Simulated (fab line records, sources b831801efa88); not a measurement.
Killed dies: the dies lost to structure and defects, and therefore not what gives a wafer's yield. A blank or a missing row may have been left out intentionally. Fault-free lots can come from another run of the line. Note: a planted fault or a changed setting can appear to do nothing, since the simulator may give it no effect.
fab line records	flow sky130	part 1 of 2: steps 1 to 29 of 42
[record] lots = 5	wafers = 15	last-day = 50
route steps=708 shown POLY_GATE@222 LDD_N@237 LDD_P@255
lots with no fault: from the same line, run without faults
start-h: hours from the record's opening day to when the first of the lot's shown wafers began	wait-h: hours elapsed since this lot's preceding step	" same as the row above	L1.1+2: a row that stands for several wafers	- no value, or no start given	* or withheld: withheld	< > ~ a bound
route shown NAME@n: NAME is a module with steps in the file, n the number in the route of the first one	usual: mean/standard deviation of fault-free wafers	same: alike in all rows	chamber/n: place in a boat	sites: the reading at each site	_std_site: how widely they spread, as a standard deviation	_edge_site: the outer-site mean with the inner-site mean subtracted	radius-mm: how far each site lies from the wafer's centre	mask NAME#n: copy n	behind: the tool/chamber that last shaped the wafer	hold: reason for holding the lot/hours on hold/outcome of the hold	device: transistor that didn't switch, given as n, p or np	end of line: the tests these same wafers got at the end of their route	where a step has no rows: the recipe by itself	killed: dies lost to structure and defects at the first sort, not the wafer's yield	map: shows each die of a wafer: x if killed, . if not, _ if none is there
set.NAME: the setting the step ran with; set.NAME@STEP: the setting that earlier step ran with	model.NAME: the simulator's own value behind a step, which no gauge read
lots at some steps of the route; a table a step, a row a wafer
services: the hour from which a tool's chamber was out of use, counted from the record's first day as start-h (under 0 if before that day), plus the number of hours and why
[[steps]]
[step SKY_POLY_GATE_COAT_08]
[recipe] resist = KrF-thick	spin-rpm = 3000	resist-thk-nm = 450
lot.wafer	tool	chamber	start-h	wait-h
L075.1+2+6	litho-track-03	0	-	-
L076.3+5+6	litho-track-01	0	-	-
L091.1+3+6	litho-track-01	0	-	-
L093.1+4+6	litho-track-03	0	-	-
L095.4+5+6	litho-track-03	0	-	-
[step SKY_POLY_GATE_SOFTBAKE_09]
[recipe] temp-c = 100	time-s = 86.89	resist = KrF-thick
lot.wafer	tool	chamber	start-h	wait-h
L075.1+2+6	litho-track-03	0	-	-
L076.3+5+6	litho-track-01	0	-	-
L091.1+3+6	litho-track-01	0	-	-
L093.1+4+6	litho-track-03	0	-	-
L095.4+5+6	litho-track-03	0	-	-
[step SKY_POLY_GATE_EXPOSE_10]
[recipe] mask-id = P1M	na = 0.68	source-shape = conventional	sigma-outer = 0.6	target-cd-nm = 150	dose-mj = 28
lot.wafer	tool	chamber	start-h	wait-h	mask
L075.1+2+6	krf-scanner-01	0	-	-	P1M#0
L076.3+5+6	krf-scanner-01	0	-	-	P1M#0
L091.1+3+6	krf-scanner-01	0	-	-	P1M#0
L093.1+4+6	krf-scanner-02	0	-	-	P1M#0
L095.4+5+6	krf-scanner-02	0	-	-	P1M#0
[step SKY_POLY_GATE_PEB_11]
[recipe] peb-temp-c = withheld	peb-time-s = withheld	resist = KrF-thick
lot.wafer	tool	chamber	start-h	wait-h
L075.1+2+6	litho-track-01	0	-	-
L076.3+5+6	litho-track-03	0	-	-
L091.1+3+6	litho-track-03	0	-	-
L093.1+4+6	litho-track-02	0	-	-
L095.4+5+6	litho-track-02	0	-	-
[step SKY_POLY_GATE_DEVELOP_12]
[recipe] develop-time-s = 60	resist = KrF-thick	dev-temp-c = 21
lot.wafer	tool	chamber	start-h	wait-h
L075.1+2+6	litho-track-01	0	-	-
L076.3+5+6	litho-track-03	0	-	-
L091.1+3+6	litho-track-03	0	-	-
L093.1+4+6	litho-track-02	0	-	-
L095.4+5+6	litho-track-02	0	-	-
[step SKY_POLY_GATE_CD_MEAS_13]
[recipe] target-cd-nm = 150
[usual] cd-nm = 150.5/1.2
lot.wafer	tool	chamber	start-h	wait-h	cd-nm
L075.1	cd-sem-02	-	384.07	-	150.1
L075.2	"	-	"	"	150.8
L075.6	"	-	"	"	150.2
L076.3	cd-sem-02	-	395.55	-	151.2
L076.5	"	-	"	"	151.9
L076.6	"	-	"	"	152.7
L091.1	cd-sem-02	-	526.45	-	150.0
L091.3	"	-	"	"	148.8
L091.6	"	-	"	"	150.0
L093.1	cd-sem-01	-	536.57	-	148.7
L093.4	"	-	"	"	148.6
L093.6	"	-	"	"	149.4
L095.4	cd-sem-01	-	551.93	-	150.3
L095.5	"	-	"	"	150.9
L095.6	"	-	"	"	148.9
[step SKY_POLY_GATE_OVL_MEAS_14]
[usual] POLY_GATE_OVL = 3/5.8
lot.wafer	tool	chamber	start-h	wait-h	POLY_GATE_OVL[nm]
L075.1	overlay-01	-	384.19	0.1	1
L075.2	"	-	"	"	9
L075.6	"	-	"	"	7
L076.3	overlay-01	-	395.64	0.1	-1
L076.5	"	-	"	"	5
L076.6	"	-	"	"	3
L091.1	overlay-02	-	526.57	0.1	-1
L091.3	"	-	"	"	-2
L091.6	"	-	"	"	-2
L093.1	overlay-01	-	536.69	0.1	-9
L093.4	"	-	"	"	-1
L093.6	"	-	"	"	-1
L095.4	overlay-01	-	552.00	0.1	2
L095.5	"	-	"	"	8
L095.6	"	-	"	"	1
[step SKY_POLY_GATE_ETCH_15]
[recipe] chemistry = N2/H2	target = BARC	ion-energy-ev = 200	source-w = 500	bias-w = 100	pressure-mtorr = 30	n2-flow-sccm = 100	h2-flow-sccm = 200	stop-on = SiO2	time-s = 118.5	target-depth-a = 1100
[usual] drypump-motor-current-A = 5.8/0.36	oes-product-au = 0.717/0.0045	throttle-valve-pct = 13.215/0.01
lot.wafer	tool	chamber	start-h	wait-h	drypump-motor-current-A	oes-product-au	rf-hours-counter-h	throttle-valve-pct
L075.1	rie-diel-02	2	384.23	0.0	6.5	0.720	10	13.232
L075.2	"	0	"	"	5.1	0.719	2	13.217
L075.6	"	0	"	"	5.1	0.727	-	13.217
L076.3	rie-diel-01	1	395.66	0.0	5.5	0.712	36	13.224
L076.5	"	1	"	"	5.5	0.720	-	13.203
L076.6	"	0	"	"	5.9	0.716	-	13.216
L091.1	rie-diel-02	1	526.61	0.0	6.3	0.713	9	13.210
L091.3	"	3	"	"	5.5	0.720	4	13.218
L091.6	"	3	"	"	5.5	0.718	-	13.218
L093.1	rie-diel-02	0	536.72	0.0	5.1	0.717	5	13.208
L093.4	"	3	"	"	5.5	0.721	-	13.202
L093.6	"	2	"	"	6.5	0.720	-	13.223
L095.4	rie-diel-01	1	552.02	0.0	5.5	0.713	39	13.250
L095.5	"	2	"	"	5.6	0.708	-	13.225
L095.6	"	3	"	"	6.0	0.725	-	13.232
[step SKY_POLY_GATE_ETCH_16]
[recipe] stop-on = poly-Si	chemistry = CH3F/O2	target = Si3N4	source-w = 400	bias-w = 80	pressure-mtorr = 25	ch3f-flow-sccm = 40	O2_flow_sccm = 30	time-s = 147.5	target-depth-a = 750
[usual] drypump-motor-current-A = 5.8/0.36	oes-product-au = 0.642/0.0046	throttle-valve-pct = 10.535/0.0086
lot.wafer	tool	chamber	start-h	wait-h	drypump-motor-current-A	oes-product-au	rf-hours-counter-h	throttle-valve-pct
L075.1	rie-diel-02	2	384.31	0.0	6.5	0.642	10	10.540
L075.2	"	0	"	"	5.1	0.641	2	10.538
L075.6	"	0	"	"	5.1	0.641	-	10.531
L076.3	rie-diel-01	1	395.74	0.0	5.5	0.642	36	10.522
L076.5	"	1	"	"	5.5	0.645	-	10.541
L076.6	"	0	"	"	5.9	0.638	-	10.537
L091.1	rie-diel-02	1	526.69	0.0	6.3	0.651	9	10.530
L091.3	"	3	"	"	5.4	0.648	4	10.529
L091.6	"	3	"	"	5.4	0.650	-	10.548
L093.1	rie-diel-02	0	536.80	0.0	5.1	0.645	5	10.520
L093.4	"	3	"	"	5.5	0.639	-	10.518
L093.6	"	2	"	"	6.4	0.633	-	10.529
L095.4	rie-diel-01	1	552.10	0.0	5.5	0.644	39	10.537
L095.5	"	2	"	"	5.6	0.647	-	10.547
L095.6	"	3	"	"	6.0	0.640	-	10.530
[step SKY_POLY_GATE_ETCH_17]
[recipe] target-depth-nm = 180	stop-on = SiO2	over-etch-frac = 0.56667	chemistry = HBr/Cl2	target = poly-Si	icp-w = 400	bias-w = 100	pressure-mtorr = 10	HBr_flow_sccm = 150	Cl2_flow_sccm = 50	time-s = 70.5
[usual] HBr_flow_sccm = 150.0/0.46	drypump-motor-current-A = 5.9/0.55	oes-product-au = 0.986/0.0084	throttle-valve-pct = 33.684/0.0093
lot.wafer	tool	chamber	start-h	wait-h	HBr_flow_sccm	drypump-motor-current-A	oes-product-au	rf-hours-counter-h	throttle-valve-pct
L075.1	rie-si-01	2	384.41	0.0	150.3	6.2	0.987	4	33.687
L075.2	"	3	"	"	149.8	5.8	0.983	49	33.679
L075.6	"	2	"	"	149.7	6.2	0.989	-	33.678
L076.3	rie-si-02	2	395.84	0.0	150.4	5.8	0.994	73	33.693
L076.5	"	1	"	"	149.8	6.5	0.993	-	33.672
L076.6	"	2	"	"	149.6	5.8	0.996	-	33.686
L091.1	rie-si-01	0	526.79	0.0	149.0	6.6	0.995	5	33.682
L091.3	"	2	"	"	149.5	6.2	0.982	5	33.685
L091.6	"	1	"	"	149.6	4.8	0.997	-	33.695
L093.1	rie-si-01	1	536.90	0.0	150.6	4.8	0.986	4	33.673
L093.4	"	1	"	"	150.0	4.8	0.988	-	33.674
L093.6	"	2	"	"	149.4	6.2	0.987	-	33.678
L095.4	rie-si-01	1	552.23	0.1	150.6	4.8	0.993	-	33.664
L095.5	"	0	"	"	149.8	6.6	0.982	-	33.670
L095.6	"	2	"	"	149.7	6.2	0.987	-	33.689
[step SKY_POLY_GATE_STRIP_18]
[recipe] chemistry = O2/N2	power-w = 1400	pressure-mtorr = 1500	platen-temp-c = withheld	o2-flow-sccm = 3000	n2-flow-sccm = 300	overash-fraction = 0.5
[usual] drypump-motor-current-A = 5.5/0.44	oes-product-au = 0.360/0.0046	strip-time-to-endpoint-s = 3.16/0.035
lot.wafer	tool	chamber	start-h	wait-h	drypump-motor-current-A	oes-product-au	rf-hours-counter-h	strip-time-to-endpoint-s
L075.1	plasma-asher-04	1	384.46	0.0	5.7	0.354	53	3.19
L075.2	"	0	"	"	5.0	0.359	53	3.17
L075.6	"	0	"	"	5.1	0.363	-	3.15
L076.3	plasma-asher-03	0	395.93	0.1	5.6	0.363	-	3.16
L076.5	"	0	"	"	5.6	0.368	-	3.16
L076.6	"	1	"	"	5.1	0.357	-	3.12
L091.1	plasma-asher-01	1	526.85	0.0	6.5	0.363	39	3.21
L091.3	"	1	"	"	6.5	0.357	-	3.17
L091.6	"	1	"	"	6.5	0.365	-	3.16
L093.1	plasma-asher-04	0	536.96	0.0	5.1	0.358	68	3.11
L093.4	"	0	"	"	5.1	0.363	-	3.13
L093.6	"	1	"	"	5.7	0.360	-	3.22
L095.4	plasma-asher-03	0	552.29	0.0	5.6	0.365	-	3.16
L095.5	"	0	"	"	5.6	0.360	-	3.19
L095.6	"	1	"	"	5.1	0.361	-	3.19
[step SKY_POLY_GATE_CLEAN_19]
[recipe] chemistry = SC1/SC2	mix = 1:4:20	temp-c = 70	time-s = 150	dry = n2-spin
lot.wafer	tool	chamber	start-h	wait-h
L075.1+2+6	wet-bench-02	1	384.56	0.1
L076.3+5+6	wet-bench-04	0	396.00	0.0
L091.1+3+6	wet-bench-04	1	526.95	0.1
L093.1+4+6	wet-bench-02	2	537.06	0.1
L095.4+5+6	wet-bench-04	3	552.36	0.0
[step SKY_POLY_GATE_OXIDATION_20]
[recipe] temp-c = 850	ambient = O2	stabilise-s = 600	purge-s = 300	target-thk-a = 40	ox-time-s = 899
[usual] tube-center-temp-C = 850/0.085	zone-power-lower-pct = 16.5/1	zone-power-top-pct = 27.8/2.1
[same] purge-s = 300
lot.wafer	tool	chamber	start-h	wait-h	tube-center-temp-C	zone-power-lower-pct	zone-power-top-pct
L075.1	furnace-02	0	385.69	1.1	850.03	15.2	29.8
L075.2	"	0	"	"	849.82	15.6	29.3
L075.6	"	0	"	"	849.94	15.4	30.2
L076.3	furnace-02	0	396.97	0.9	849.94	15.6	29.6
L076.5	"	0	"	"	850.08	15.3	29.4
L076.6	"	0	"	"	849.87	15.5	29.2
L091.1	furnace-01	0	527.00	0.0	850.15	17.2	25.4
L091.3	"	0	"	"	849.87	17.3	26.1
L091.6	"	0	"	"	849.98	17.5	26.3
L093.1	furnace-02	0	537.62	0.5	850.02	15.5	30.1
L093.4	"	0	"	"	850.08	15.4	29.7
L093.6	"	0	"	"	849.95	15.7	29.7
L095.4	furnace-01	0	553.80	1.4	849.83	17.7	26.0
L095.5	"	0	"	"	850.06	17.7	25.3
L095.6	"	0	"	"	850.02	17.2	26.1
[step SKY_POLY_GATE_THK_MEAS_21]
[recipe] reads = SiO2_of_POLY_GATE_OXIDATION_20
[usual] POLY_GATE_OXIDATION_THK = 4.01/0.091
lot.wafer	tool	chamber	start-h	wait-h	POLY_GATE_OXIDATION_THK[nm]
L075.1	film-metro-02	-	386.94	0.0	4.12
L075.2	"	-	"	"	4.09
L075.6	"	-	"	"	4.00
L076.3	film-metro-04	-	398.24	0.0	4.12
L076.5	"	-	"	"	4.01
L076.6	"	-	"	"	4.08
L091.1	film-metro-01	-	528.25	0.0	4.08
L091.3	"	-	"	"	4.03
L091.6	"	-	"	"	4.07
L093.1	film-metro-01	-	538.87	0.0	4.11
L093.4	"	-	"	"	4.03
L093.6	"	-	"	"	4.02
L095.4	film-metro-02	-	555.08	0.0	4.06
L095.5	"	-	"	"	4.05
L095.6	"	-	"	"	4.07
[step SKY_POLY_GATE_CD_MEAS_22]
[usual] cd-nm = 150.3/2.1
lot.wafer	tool	chamber	start-h	wait-h	cd-nm
L075.1	cd-sem-02	-	387.00	0.1	149.4
L075.2	"	-	"	"	150.5
L075.6	"	-	"	"	148.6
L076.3	cd-sem-01	-	398.33	0.1	150.2
L076.5	"	-	"	"	151.7
L076.6	"	-	"	"	150.3
L091.1	cd-sem-02	-	528.31	0.1	152.1
L091.3	"	-	"	"	148.9
L091.6	"	-	"	"	149.8
L093.1	cd-sem-01	-	538.93	0.1	150.0
L093.4	"	-	"	"	146.1
L093.6	"	-	"	"	150.6
L095.4	cd-sem-02	-	555.20	0.1	149.7
L095.5	"	-	"	"	149.6
L095.6	"	-	"	"	148.9
[step SKY_LDD_N_DEHYDRATE_00]
[recipe] temp-c = 200	time-s = 60
lot.wafer	tool	chamber	start-h	wait-h
L075.1+2+6	litho-track-03	0	401.41	14.4
L076.3+5+6	litho-track-02	0	412.47	14.1
L091.1+3+6	litho-track-03	0	542.20	13.9
L093.1+4+6	litho-track-02	0	553.07	14.1
L095.4+5+6	litho-track-04	0	569.39	14.2
[step SKY_LDD_N_HMDS_01]
[recipe] prime-time-s = 60	prime-temp-c = 120
lot.wafer	tool	chamber	start-h	wait-h
L075.1+2+6	litho-track-03	0	401.56	0.1
L076.3+5+6	litho-track-02	0	412.62	0.1
L091.1+3+6	litho-track-03	0	542.35	0.1
L093.1+4+6	litho-track-02	0	553.22	0.1
L095.4+5+6	litho-track-04	0	569.54	0.1
[step SKY_LDD_N_COAT_02]
[recipe] resist = NOVOLAK	spin-rpm = 2967	resist-thk-nm = 300
lot.wafer	tool	chamber	start-h	wait-h
L075.1+2+6	litho-track-03	0	401.71	0.1
L076.3+5+6	litho-track-02	0	412.77	0.1
L091.1+3+6	litho-track-03	0	542.50	0.1
L093.1+4+6	litho-track-02	0	553.37	0.1
L095.4+5+6	litho-track-04	0	569.69	0.1
[step SKY_LDD_N_SOFTBAKE_03]
[recipe] temp-c = 90	time-s = 60	resist = NOVOLAK
lot.wafer	tool	chamber	start-h	wait-h
L075.1+2+6	litho-track-03	0	401.86	0.1
L076.3+5+6	litho-track-02	0	412.92	0.1
L091.1+3+6	litho-track-03	0	542.65	0.1
L093.1+4+6	litho-track-02	0	553.52	0.1
L095.4+5+6	litho-track-04	0	569.84	0.1
[step SKY_LDD_N_EXPOSE_04]
[recipe] mask-id = NTM	target-cd-nm = 840	na = 0.6	source-shape = conventional	sigma-outer = 0.6	dose-mj = 110
lot.wafer	tool	chamber	start-h	wait-h	mask
L075.1+2+6	iline-stepper-01	0	-	-	NTM#0
L076.3+5+6	iline-stepper-01	0	-	-	NTM#0
L091.1+3+6	iline-stepper-01	0	-	-	NTM#0
L093.1+4+6	iline-stepper-01	0	-	-	NTM#0
L095.4+5+6	iline-stepper-02	0	-	-	NTM#0
[step SKY_LDD_N_PEB_05]
[recipe] temp-c = withheld	time-s = *	resist = NOVOLAK
lot.wafer	tool	chamber	start-h	wait-h
L075.1+2+6	litho-track-03	0	-	-
L076.3+5+6	litho-track-02	0	-	-
L091.1+3+6	litho-track-03	0	-	-
L093.1+4+6	litho-track-04	0	-	-
L095.4+5+6	litho-track-04	0	-	-
[step SKY_LDD_N_DEVELOP_06]
[recipe] develop-time-s = 60	dev-temp-c = 23
lot.wafer	tool	chamber	start-h	wait-h
L075.1+2+6	litho-track-03	0	416.66	0.1
L076.3+5+6	litho-track-02	0	427.77	0.1
L091.1+3+6	litho-track-03	0	556.70	0.1
L093.1+4+6	litho-track-04	0	568.21	0.1
L095.4+5+6	litho-track-04	0	584.29	0.1
[step SKY_LDD_N_OVL_MEAS_07]
[usual] LDD_N_OVL = -1.6/1.3
lot.wafer	tool	chamber	start-h	wait-h	LDD_N_OVL[nm]
L075.1	overlay-01	-	416.81	0.1	-0.6
L075.2	"	-	"	"	-0.1
L075.6	"	-	"	"	-1.2
L076.3	overlay-01	-	427.88	0.1	-3.0
L076.5	"	-	"	"	-0.1
L076.6	"	-	"	"	-1.1
L091.1	overlay-02	-	556.85	0.1	-1.1
L091.3	"	-	"	"	-0.8
L091.6	"	-	"	"	-0.8
L093.1	overlay-02	-	568.36	0.1	-0.8
L093.4	"	-	"	"	-1.5
L093.6	"	-	"	"	-0.7
L095.4	overlay-02	-	584.38	0.1	-1.6
L095.5	"	-	"	"	-0.8
L095.6	"	-	"	"	-0.5
[step SKY_LDD_N_IMPLANT_08]
[recipe] species = As	energy-kev = 20	dose-cm2 = 7.5e+13	tilt-deg = withheld	rotation-deg = 23
[usual] beam-on-s = 10.03/0.21
[same] implant-ion-amu = 75
lot.wafer	tool	chamber	start-h	wait-h	beam-on-s
L075.1	implanter-04	0	416.84	0.0	10.15
L075.2	"	0	"	"	10.16
L075.6	"	0	"	"	10.00
L076.3	implanter-02	0	427.95	0.1	10.30
L076.5	"	0	"	"	9.81
L076.6	"	0	"	"	10.36
L091.1	implanter-04	0	556.89	0.0	10.13
L091.3	"	0	"	"	10.02
L091.6	"	0	"	"	10.03
L093.1	implanter-01	0	568.40	0.0	10.43
L093.4	"	0	"	"	10.24
L093.6	"	0	"	"	10.08
L095.4	implanter-02	0	584.47	0.1	10.07
L095.5	"	0	"	"	9.74
L095.6	"	0	"	"	10.29
[step SKY_LDD_N_IMPLANT_09]
[recipe] species = As	energy-kev = 20	dose-cm2 = 7.5e+13	tilt-deg = withheld	rotation-deg = 113
[usual] beam-on-s = 9.98/0.18
[same] implant-ion-amu = 75
lot.wafer	tool	chamber	start-h	wait-h	beam-on-s
L075.1	implanter-04	0	416.99	0.1	9.96
L075.2	"	0	"	"	10.09
L075.6	"	0	"	"	9.97
L076.3	implanter-02	0	428.10	0.1	9.58
L076.5	"	0	"	"	9.90
L076.6	"	0	"	"	10.29
L091.1	implanter-04	0	557.04	0.1	9.88
L091.3	"	0	"	"	9.86
L091.6	"	0	"	"	9.89
L093.1	implanter-01	0	568.55	0.1	9.81
L093.4	"	0	"	"	10.02
L093.6	"	0	"	"	9.87
L095.4	implanter-02	0	584.62	0.1	9.85
L095.5	"	0	"	"	9.66
L095.6	"	0	"	"	10.03
[step SKY_LDD_N_IMPLANT_10]
[recipe] species = As	energy-kev = 20	dose-cm2 = 7.5e+13	tilt-deg = withheld	rotation-deg = 203
[usual] beam-on-s = 9.99/0.19
[same] implant-ion-amu = 75
lot.wafer	tool	chamber	start-h	wait-h	beam-on-s
L075.1	implanter-04	0	417.14	0.1	9.73
L075.2	"	0	"	"	10.34
L075.6	"	0	"	"	10.22
L076.3	implanter-02	0	428.25	0.1	10.21
L076.5	"	0	"	"	9.95
L076.6	"	0	"	"	10.20
L091.1	implanter-04	0	557.19	0.1	10.18
L091.3	"	0	"	"	9.92
L091.6	"	0	"	"	9.97
L093.1	implanter-01	0	568.70	0.1	9.94
L093.4	"	0	"	"	9.87
L093.6	"	0	"	"	9.89
L095.4	implanter-02	0	584.77	0.1	9.91
L095.5	"	0	"	"	9.58
L095.6	"	0	"	"	10.18
[step SKY_LDD_N_IMPLANT_11]
[recipe] species = As	energy-kev = 20	dose-cm2 = 7.5e+13	tilt-deg = withheld	rotation-deg = 293
[usual] beam-on-s = 10.00/0.17
[same] implant-ion-amu = 75
lot.wafer	tool	chamber	start-h	wait-h	beam-on-s
L075.1	implanter-04	0	417.29	0.1	10.11
L075.2	"	0	"	"	9.80
L075.6	"	0	"	"	9.93
L076.3	implanter-02	0	428.40	0.1	9.95
L076.5	"	0	"	"	10.00
L076.6	"	0	"	"	10.07
L091.1	implanter-04	0	557.34	0.1	10.03
L091.3	"	0	"	"	9.76
L091.6	"	0	"	"	10.36
L093.1	implanter-01	0	568.85	0.1	9.80
L093.4	"	0	"	"	9.92
L093.6	"	0	"	"	9.93
L095.4	implanter-02	0	584.92	0.1	10.38
L095.5	"	0	"	"	10.09
L095.6	"	0	"	"	9.89
[step SKY_LDD_N_IMPLANT_12]
[recipe] species = BF2	energy-kev = 50	dose-cm2 = 5e+12	tilt-deg = 30	rotation-deg = 0
[usual] beam-on-s = 9.98/0.21
[same] implant-ion-amu = 49
lot.wafer	tool	chamber	start-h	wait-h	beam-on-s
L075.1	implanter-04	0	417.44	0.1	9.93
L075.2	"	0	"	"	10.08
L075.6	"	0	"	"	9.78
L076.3	implanter-02	0	428.55	0.1	9.94
L076.5	"	0	"	"	9.81
L076.6	"	0	"	"	10.02
L091.1	implanter-04	0	557.49	0.1	9.99
L091.3	"	0	"	"	9.84
L091.6	"	0	"	"	9.51
L093.1	implanter-01	0	569.00	0.1	9.88
L093.4	"	0	"	"	9.96
L093.6	"	0	"	"	10.05
L095.4	implanter-02	0	585.07	0.1	9.72
L095.5	"	0	"	"	9.86
L095.6	"	0	"	"	9.60
[step SKY_LDD_N_IMPLANT_13]
[recipe] species = BF2	energy-kev = 50	dose-cm2 = 5e+12	tilt-deg = 30	rotation-deg = 90
[usual] beam-on-s = 9.99/0.19
[same] implant-ion-amu = 49
lot.wafer	tool	chamber	start-h	wait-h	beam-on-s
L075.1	implanter-04	0	417.59	0.1	10.21
L075.2	"	0	"	"	10.01
L075.6	"	0	"	"	10.02
L076.3	implanter-02	0	428.70	0.1	9.98
L076.5	"	0	"	"	10.10
L076.6	"	0	"	"	10.11
L091.1	implanter-04	0	557.64	0.1	10.45
L091.3	"	0	"	"	10.18
L091.6	"	0	"	"	10.06
L093.1	implanter-01	0	569.15	0.1	10.06
L093.4	"	0	"	"	9.82
L093.6	"	0	"	"	10.04
L095.4	implanter-02	0	585.22	0.1	9.85
L095.5	"	0	"	"	9.86
L095.6	"	0	"	"	9.82
